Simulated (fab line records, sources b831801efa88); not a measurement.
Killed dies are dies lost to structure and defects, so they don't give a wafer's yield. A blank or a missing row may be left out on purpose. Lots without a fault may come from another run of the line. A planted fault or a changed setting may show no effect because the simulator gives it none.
fab line records | flow sky130
record lots=6 wafers=18 last_day=50
route steps=708 shown LI_CONTACT@383 LOCAL_INTERCONNECT@387
lots that met no fault: from a run of the same line without faults
start_h: hours from the record's first day to the start of the lot's first wafer shown | wait_h: hours since the lot's step before | " the same as in the row above | L1.1+2: a row that stands for several wafers | - no value, or no start given | * or withheld: withheld | < > ~ a bound
route shown NAME@n: a module of which the file shows steps, and the number in the route of the first | usual: mean/standard deviation of fault-free wafers | same: alike in all rows | chamber/n: place in a boat | sites: the reading at each site | _std_site: their standard deviation | _edge_site: outer sites' mean less inner sites' | radius_mm: how far each site lies from the wafer's centre | mask NAME#n: copy n | behind: the tool/chamber that last shaped the wafer | hold: why the lot was held/for how many hours/how that ended | device: the transistor (n, p or np) that didn't switch | end of line: the same wafers' tests at the end of the route | a step without rows: its recipe alone | killed: dies lost to structure and defects at the first sort, not the wafer's yield | map: a wafer's dies, x killed, . not, _ none there
set.NAME: the setting as run; set.NAME@STEP: as run at that earlier step | model.NAME: the simulator's own value behind a step, which no gauge read
lots at some steps of the route; a table a step, a row a wafer
services: from which hour (start_h, from the record's first day; less than 0 if before it) a tool's chamber was out of use, for how many hours, and why
## steps
# step SKY_LI_CONTACT_CVD_21
# recipe material=W target_thk_nm=400 time_s=120.56 temp_c=400 pressure_torr=40
# usual heater_power_w=788/69
# columns lot.wafer tool chamber start_h wait_h heater_power_w
L875.1 cvd_w-01 0 683.34 0.0 912
L875.4 " 1 " " 745
L875.5 " 1 " " 749
L885.2 cvd_w-01 0 770.85 0.0 908
L885.5 " 1 " " 725
L885.6 " 0 " " 901
L889.1 cvd_w-02 0 804.84 0.0 727
L889.3 " 0 " " 746
L889.6 " 1 " " 787
L890.2 cvd_w-02 0 812.69 0.0 720
L890.4 " 0 " " 731
L890.6 " 0 " " 724
L896.1 cvd_w-02 0 845.74 0.0 730
L896.3 " 0 " " 741
L896.5 " 0 " " 729
L897.2 cvd_w-02 0 853.44 0.0 741
L897.4 " 0 " " 733
L897.5 " 1 " " 794
# step SKY_LI_CONTACT_RS_MEAS_22
# recipe thk_meas_gauge=four-point-probe reads=W_of_LI_CONTACT_CVD_21+TiN_of_LI_CONTACT_SPUTTER_20+Ti_of_LI_CONTACT_SPUTTER_19
# usual LI_CONTACT_W_RS=0.286/0.0052
# columns lot.wafer tool chamber start_h wait_h LI_CONTACT_W_RS[ohm/sq]
L875.1 film_metro-04 - 683.46 0.1 0.282
L875.4 " - " " 0.288
L875.5 " - " " 0.289
L885.2 film_metro-04 - 771.00 0.1 0.283
L885.5 " - " " 0.288
L885.6 " - " " 0.285
L889.1 film_metro-02 - 804.96 0.1 0.290
L889.3 " - " " 0.289
L889.6 " - " " 0.277
L890.2 film_metro-04 - 812.83 0.1 0.290
L890.4 " - " " 0.292
L890.6 " - " " 0.293
L896.1 film_metro-04 - 845.86 0.1 0.291
L896.3 " - " " 0.291
L896.5 " - " " 0.289
L897.2 film_metro-02 - 853.58 0.1 0.294
L897.4 " - " " 0.292
L897.5 " - " " 0.273
# step SKY_LI_CONTACT_THK_MEAS_23
# recipe thk_meas_gauge=xrf reads=W_of_LI_CONTACT_CVD_21
# usual LI_CONTACT_W_THK=402/9.3
# columns lot.wafer tool chamber start_h wait_h LI_CONTACT_W_THK[nm]
L875.1 film_metro-04 - 683.58 0.1 407
L875.4 " - " " 401
L875.5 " - " " 396
L885.2 film_metro-04 - 771.11 0.1 405
L885.5 " - " " 401
L885.6 " - " " 407
L889.1 film_metro-02 - 805.08 0.1 393
L889.3 " - " " 391
L889.6 " - " " 406
L890.2 film_metro-04 - 812.94 0.1 398
L890.4 " - " " 395
L890.6 " - " " 395
L896.1 film_metro-04 - 845.98 0.1 403
L896.3 " - " " 405
L896.5 " - " " 407
L897.2 film_metro-02 - 853.69 0.1 390
L897.4 " - " " 392
L897.5 " - " " 423
# step SKY_LI_CONTACT_CMP_24
# recipe stop_on=PSG t_overpolish_s=20 down_force_psi=3.5 platen_rpm=60 target_thk_nm=0 pad_velocity_m_s=0.94248
# usual motor_current_A=11.0/0.77 overpolish_run_s=20.001/0.01 slurry_filter_dp_kPa=13.49/0.14 time_to_endpoint_s=96/3.9
# columns lot.wafer tool chamber start_h wait_h motor_current_A overpolish_run_s slurry_filter_dp_kPa time_to_endpoint_s
L875.4 cmp-02 3 683.69 0.1 11.1 19.998 13.42 98
L875.1 " 1 " " 11.2 20.013 13.52 99
L875.5 " 2 " " 10.3 19.992 13.72 97
L885.2 cmp-01 3 771.26 0.1 11.3 20.002 13.39 96
L885.6 " 1 " " 12.1 19.993 13.45 95
L885.5 " 2 " " 9.6 19.985 13.65 97
L889.3 cmp-01 0 805.14 0.0 11.1 20.012 13.58 89
L889.1 " 3 " " 10.9 20.001 13.26 92
L889.6 " 0 " " 10.9 19.993 13.51 95
L890.2 cmp-01 1 813.04 0.1 11.4 20.026 13.27 92
L890.4 " 2 " " 10.1 20.000 13.56 96
L890.6 " 0 " " 10.0 20.001 13.59 89
L896.3 cmp-01 2 846.09 0.1 9.9 19.999 13.69 94
L896.1 " 0 " " 10.4 20.000 13.58 91
L896.5 " 2 " " 10.0 20.002 13.36 94
L897.2 cmp-02 3 853.79 0.1 10.5 19.996 13.50 93
L897.4 " 0 " " 11.9 20.001 13.66 97
L897.5 " 3 " " 10.4 20.002 13.75 102
# step SKY_LOCAL_INTERCONNECT_SPUTTER_00
# recipe material=TiN target_thk_nm=100 temp_c=300 power_w=6500 time_s=83.3 chamber_pressure_pa=0.4
# usual throttle_valve_pct=29.9/1
# columns lot.wafer tool chamber start_h wait_h throttle_valve_pct
L875.1 pvd_sputter-03 - 683.94 0.1 30.3
L875.4 " - " " 31.3
L875.5 " - " " 31.4
L885.2 pvd_sputter-01 - 771.46 0.1 31.6
L885.5 " - " " 30.1
L885.6 " - " " 30.8
L889.1 pvd_sputter-02 - 805.44 0.1 29.4
L889.3 " - " " 29.6
L889.6 " - " " 29.8
L890.2 pvd_sputter-02 - 813.29 0.2 28.9
L890.4 " - " " 27.7
L890.6 " - " " 29.7
L896.1 pvd_sputter-03 - 846.34 0.1 30.3
L896.3 " - " " 29.8
L896.5 " - " " 29.5
L897.2 pvd_sputter-02 - 854.04 0.2 29.1
L897.4 " - " " 27.6
L897.5 " - " " 28.0
# step SKY_LOCAL_INTERCONNECT_RS_MEAS_01
# recipe thk_meas_gauge=four-point-probe reads=TiN_of_LOCAL_INTERCONNECT_SPUTTER_00
# usual LOCAL_INTERCONNECT_TIN_RS=14.12/0.16
# columns lot.wafer tool chamber start_h wait_h LOCAL_INTERCONNECT_TIN_RS[ohm/sq]
L875.1 film_metro-02 - 684.00 0.0 13.93
L875.4 " - " " 14.02
L875.5 " - " " 13.98
L885.2 film_metro-02 - 771.54 0.1 14.16
L885.5 " - " " 14.32
L885.6 " - " " 14.16
L889.1 film_metro-02 - 805.51 0.0 13.92
L889.3 " - " " 14.08
L889.6 " - " " 14.02
L890.2 film_metro-03 - 813.38 0.1 14.01
L890.4 " - " " 14.19
L890.6 " - " " 14.11
L896.1 film_metro-04 - 846.41 0.0 14.37
L896.3 " - " " 14.38
L896.5 " - " " 14.27
L897.2 film_metro-03 - 854.13 0.1 13.98
L897.4 " - " " 14.16
L897.5 " - " " 14.31
# step SKY_LOCAL_INTERCONNECT_THK_MEAS_02
# recipe thk_meas_gauge=xrf reads=TiN_of_LOCAL_INTERCONNECT_SPUTTER_00
# usual LOCAL_INTERCONNECT_TIN_THK=98.9/1.2
# columns lot.wafer tool chamber start_h wait_h LOCAL_INTERCONNECT_TIN_THK[nm]
L875.1 film_metro-02 - 684.12 0.1 100.5
L875.4 " - " " 100.2
L875.5 " - " " 100.6
L885.2 film_metro-02 - 771.65 0.1 98.7
L885.5 " - " " 96.7
L885.6 " - " " 98.3
L889.1 film_metro-02 - 805.63 0.1 101.0
L889.3 " - " " 99.6
L889.6 " - " " 99.8
L890.2 film_metro-03 - 813.49 0.1 99.3
L890.4 " - " " 97.6
L890.6 " - " " 98.8
L896.1 film_metro-04 - 846.53 0.1 96.5
L896.3 " - " " 96.8
L896.5 " - " " 97.6
L897.2 film_metro-03 - 854.24 0.1 98.6
L897.4 " - " " 96.9
L897.5 " - " " 96.7
# step SKY_LOCAL_INTERCONNECT_DEHYDRATE_03
# recipe temp_c=200 time_s=60
# step SKY_LOCAL_INTERCONNECT_HMDS_04
# recipe prime_time_s=60 prime_temp_c=120
# step SKY_LOCAL_INTERCONNECT_COAT_05
# recipe resist=BARC temp_c=withheld time_s=withheld spin_rpm=3000 resist_thk_nm=60
# step SKY_LOCAL_INTERCONNECT_COAT_06
# recipe resist=KrF-thick spin_rpm=3000 resist_thk_nm=450
# step SKY_LOCAL_INTERCONNECT_SOFTBAKE_07
# recipe temp_c=100 time_s=90 resist=KrF-thick
# step SKY_LOCAL_INTERCONNECT_EXPOSE_08
# recipe mask_id=LI1M na=0.8 source_shape=annular sigma_inner=0.55 sigma_outer=0.85 target_cd_nm=170 dose_mj=28
# same na=0.8
# columns lot.wafer tool chamber start_h wait_h mask
L875.1+4+5 krf_scanner-02 0 698.62 - LI1M#0
L885.2+5+6 krf_scanner-01 0 784.46 - LI1M#0
L889.1+3+6 krf_scanner-01 0 818.89 - LI1M#0
L890.2+4+6 krf_scanner-01 0 827.01 - LI1M#0
L896.1+3+5 krf_scanner-02 0 859.60 - LI1M#0
L897.2+4+5 krf_scanner-02 0 867.09 - LI1M#0
# step SKY_LOCAL_INTERCONNECT_PEB_09
# recipe peb_temp_c=withheld peb_time_s=withheld resist=KrF-thick
# step SKY_LOCAL_INTERCONNECT_DEVELOP_10
# recipe develop_time_s=60 resist=KrF-thick dev_temp_c=21
# step SKY_LOCAL_INTERCONNECT_CD_MEAS_11
# recipe target_cd_nm=170
# usual cd_nm=169.3/1.5
# columns lot.wafer tool chamber start_h wait_h cd_nm
L875.1 cd_sem-02 - 712.77 - 169.4
L875.4 " - " " 168.5
L875.5 " - " " 170.0
L885.2 cd_sem-02 - 797.86 - 170.3
L885.5 " - " " 170.2
L885.6 " - " " 170.8
L889.1 cd_sem-01 - 831.59 - 145.2
L889.3 " - " " 141.7
L889.6 " - " " 123.7
L890.2 cd_sem-02 - 839.89 - 128.6
L890.4 " - " " 144.6
L890.6 " - " " 124.4
L896.1 cd_sem-01 - 872.54 - 167.6
L896.3 " - " " 168.1
L896.5 " - " " 169.8
L897.2 cd_sem-01 - 880.29 - 171.6
L897.4 " - " " 171.0
L897.5 " - " " 170.7
# step SKY_LOCAL_INTERCONNECT_OVL_MEAS_12
# usual LOCAL_INTERCONNECT_OVL=1/5
# columns lot.wafer tool chamber start_h wait_h LOCAL_INTERCONNECT_OVL[nm]
L875.1 overlay-01 - 712.89 0.1 -5
L875.4 " - " " 0
L875.5 " - " " -3
L885.2 overlay-01 - 797.96 0.1 7
L885.5 " - " " 4
L885.6 " - " " -8
L889.1 overlay-01 - 831.71 0.1 11
L889.3 " - " " 1
L889.6 " - " " 2
L890.2 overlay-01 - 840.00 0.1 4
L890.4 " - " " 9
L890.6 " - " " 10
L896.1 overlay-02 - 872.66 0.1 4
L896.3 " - " " 1
L896.5 " - " " 5
L897.2 overlay-02 - 880.40 0.1 8
L897.4 " - " " 2
L897.5 " - " " 5
# step SKY_LOCAL_INTERCONNECT_ETCH_13
# recipe chemistry=N2/H2 target=BARC ion_energy_ev=200 bias_w=100 pressure_mtorr=30 n2_flow_sccm=100 h2_flow_sccm=200 icp_w=500 stop_on=SiO2 time_s=45.9 target_depth_a=600
# usual drypump_motor_current_A=6.0/0.39 h2_flow_sccm=200.0/0.54 oes_product_au=0.855/0.0044 throttle_valve_pct=13.224/0.0086
# columns lot.wafer tool chamber start_h wait_h drypump_motor_current_A h2_flow_sccm oes_product_au rf_hours_counter_h throttle_valve_pct model.LOCAL_INTERCONNECT.cd_nm
L875.1 rie_metal-03 0 712.93 0.0 5.6 199.3 0.862 2 13.238 168
L875.4 " 0 " " 5.6 199.9 0.846 - 13.209 167.6
L875.5 " 1 " " 6.2 199.4 0.859 - 13.228 169.8
L885.2 rie_metal-04 1 797.99 0.0 6.4 200.4 0.862 5 13.228 169.8
L885.5 " 0 " " 5.5 199.7 0.854 - 13.245 170.1
L885.6 " 1 " " 6.4 200.0 0.850 - 13.223 170.3
L889.1 rie_metal-03 1 831.74 0.0 6.2 200.2 0.856 1 13.225 146
L889.3 " 0 " " 5.6 199.9 0.855 - 13.229 140.6
L889.6 " 0 " " 5.6 199.9 0.854 - 13.224 122.6
L890.2 rie_metal-01 1 840.03 0.0 6.5 200.5 0.859 6 13.231 128.9
L890.4 " 0 " " 6.2 199.7 0.856 - 13.209 144.2
L890.6 " 1 " " 6.5 200.0 0.858 - 13.222 123.8
L896.1 rie_metal-03 0 872.70 0.0 5.6 200.6 0.851 7 13.227 166.7
L896.3 " 1 " " 6.2 200.6 0.856 - 13.217 168.4
L896.5 " 0 " " 5.5 200.8 0.859 - 13.226 169.1
L897.2 rie_metal-03 0 880.43 0.0 5.6 200.1 0.855 7 13.218 170.5
L897.4 " 0 " " 5.5 199.8 0.847 - 13.223 170.3
L897.5 " 1 " " 6.2 199.7 0.863 - 13.226 171.6
# step SKY_LOCAL_INTERCONNECT_METAL_ETCH_14
# recipe target_depth_nm=110 stop_on=PSG chemistry=Cl2/BCl3 target=TiN resist_sidewall_deg=88 pressure_mtorr=10 icp_w=900 bias_w=48.5 Cl2_flow_sccm=60 bcl3_flow_sccm=30 time_s=31.4
# usual drypump_motor_current_A=6.0/0.39 oes_product_au=0.942/0.0073 throttle_valve_pct=21.901/0.0091
# columns lot.wafer tool chamber start_h wait_h drypump_motor_current_A oes_product_au rf_hours_counter_h throttle_valve_pct model.LOCAL_INTERCONNECT.cd_nm
L875.1 rie_metal-03 0 712.99 0.0 5.6 0.953 2 21.890 168.4
L875.4 " 0 " " 5.6 0.946 - 21.906 168.4
L875.5 " 1 " " 6.2 0.956 - 21.890 169.5
L885.2 rie_metal-04 1 798.06 0.0 6.4 0.941 5 21.901 169.9
L885.5 " 0 " " 5.5 0.937 - 21.885 170.1
L885.6 " 1 " " 6.4 0.936 - 21.897 170.2
L889.1 rie_metal-03 1 831.81 0.0 6.2 0.960 1 21.895 146.5
L889.3 " 0 " " 5.5 0.938 - 21.913 141.7
L889.6 " 0 " " 5.5 0.943 - 21.908 123.3
L890.2 rie_metal-01 1 840.09 0.0 6.5 0.951 6 21.883 128.6
L890.4 " 0 " " 6.1 0.939 - 21.888 143
L890.6 " 1 " " 6.5 0.947 - 21.904 123.2
L896.1 rie_metal-03 0 872.76 0.0 5.6 0.924 7 21.910 167.5
L896.3 " 1 " " 6.2 0.925 - 21.905 169.3
L896.5 " 0 " " 5.6 0.934 - 21.916 169.5
L897.2 rie_metal-03 0 880.49 0.0 5.5 0.956 7 21.889 171.1
L897.4 " 0 " " 5.5 0.942 - 21.898 170.4
L897.5 " 1 " " 6.2 0.943 - 21.905 171.8
# step SKY_LOCAL_INTERCONNECT_STRIP_15
# recipe chemistry=O2/N2 power_w=1400 pressure_mtorr=1500 platen_temp_c=withheld o2_flow_sccm=3000 n2_flow_sccm=300 overash_fraction=0.5
# usual drypump_motor_current_A=5.5/0.35 oes_product_au=0.427/0.0047 strip_time_to_endpoint_s=4.726/0.025
# columns lot.wafer tool chamber start_h wait_h drypump_motor_current_A oes_product_au rf_hours_counter_h strip_time_to_endpoint_s
L875.1 plasma_asher-04 1 713.04 0.0 5.0 0.430 94 4.755
L875.4 " 1 " " 5.0 0.428 - 4.740
L875.5 " 1 " " 5.0 0.434 - 4.732
L885.2 plasma_asher-03 1 798.11 0.0 5.9 0.429 102 4.675
L885.5 " 1 " " 5.9 0.417 - 4.692
L885.6 " 0 " " 5.1 0.425 - 4.658
L889.1 plasma_asher-02 0 831.86 0.0 5.6 0.426 71 4.722
L889.3 " 0 " " 5.6 0.435 - 4.743
L889.6 " 0 " " 5.6 0.430 - 4.747
L890.2 plasma_asher-02 0 840.14 0.0 5.7 0.433 72 4.740
L890.4 " 0 " " 5.7 0.427 - 4.770
L890.6 " 0 " " 5.6 0.433 - 4.778
L896.1 plasma_asher-02 1 872.81 0.0 5.3 0.431 75 4.732
L896.3 " 1 " " 5.3 0.437 - 4.754
L896.5 " 0 " " 5.7 0.428 - 4.768
L897.2 plasma_asher-03 1 880.54 0.0 5.9 0.432 110 4.727
L897.4 " 0 " " 5.0 0.433 - 4.695
L897.5 " 0 " " 5.1 0.427 - 4.733
## services
# columns tool chamber start_h hours kind
cvd_w-02 0 684.31 6.8 repair
cvd_w-02 - 685.04 3.4 repair
cmp-01 - 696.18 4.2 pm
cvd_w-02 0 701.92 5.7 repair
cmp-01 - 708.17 10.3 repair
pvd_sputter-02 - 721.29 0.9 repair
cmp-01 - 736.27 1.6 repair
cmp-01 - 738.17 0.7 repair
pvd_sputter-02 - 739.33 5.9 repair
plasma_asher-02 - 742.67 0.7 repair
cmp-01 - 744.00 4.0 pm
cvd_w-02 - 746.32 6.9 pm
plasma_asher-02 - 751.20 4.2 repair
krf_scanner-01 - 755.38 1.0 pm
krf_scanner-01 - 757.56 1.3 pm
cvd_w-02 1 763.88 14.6 repair
pvd_sputter-02 - 770.39 3.0 repair
krf_scanner-02 - 771.14 0.8 pm
krf_scanner-02 - 777.80 4.4 pm
rie_metal-03 1 780.63 4.1 repair
krf_scanner-02 - 788.27 1.0 pm
krf_scanner-02 - 809.53 1.3 pm
plasma_asher-02 - 810.30 1.5 repair
rie_metal-03 - 839.38 28.1 pm
## key
first_sign step=SKY_LOCAL_INTERCONNECT_CD_MEAS_11 reading=cd_nm direction=down sigmas=23 usual=169.3 struck=134.7
effect none on later readings
model_effect step=SKY_LOCAL_INTERCONNECT_ETCH_13 value=LOCAL_INTERCONNECT.cd_nm without=169.8 struck=134.3
model_effect step=SKY_LOCAL_INTERCONNECT_METAL_ETCH_14 value=LOCAL_INTERCONNECT.cd_nm without=169.8 struck=134.4
met_at SKY_LOCAL_INTERCONNECT_EXPOSE_08
struck_wafers L889.1,L889.3,L889.6,L890.2,L890.4,L890.6
later_rows_left_out L889.6,L890.2,L890.6
sort_left_out L889.1,L889.3,L889.6,L890.2,L890.4,L890.6
tester_left_out L889,L890
onset_between 784.46 818.89
fault kind=process_parameter_drift tool=krf_scanner-01 chamber=- onset_h=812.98 steps=SKY_LOCAL_INTERCONNECT_EXPOSE_08 channel=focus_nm offset=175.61 spread_by_wafer=0.3 shape=step end_h=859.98
# tester_left_out: of these lots the tester's yield and bins aren't shown, on N5 and GAA mostly nor the transistor test; their killed dies are dies lost to structure and defects alone, not to doping, threshold or leakage, so they don't give the yield
# sort_left_out: the simulated sort isn't trusted on such a fault, so these wafers' sort isn't shown, and their yield isn't known
# later_rows_left_out: the simulator's readings of these wafers behind a module that went badly wrong aren't trusted and aren't shown, but for the sort
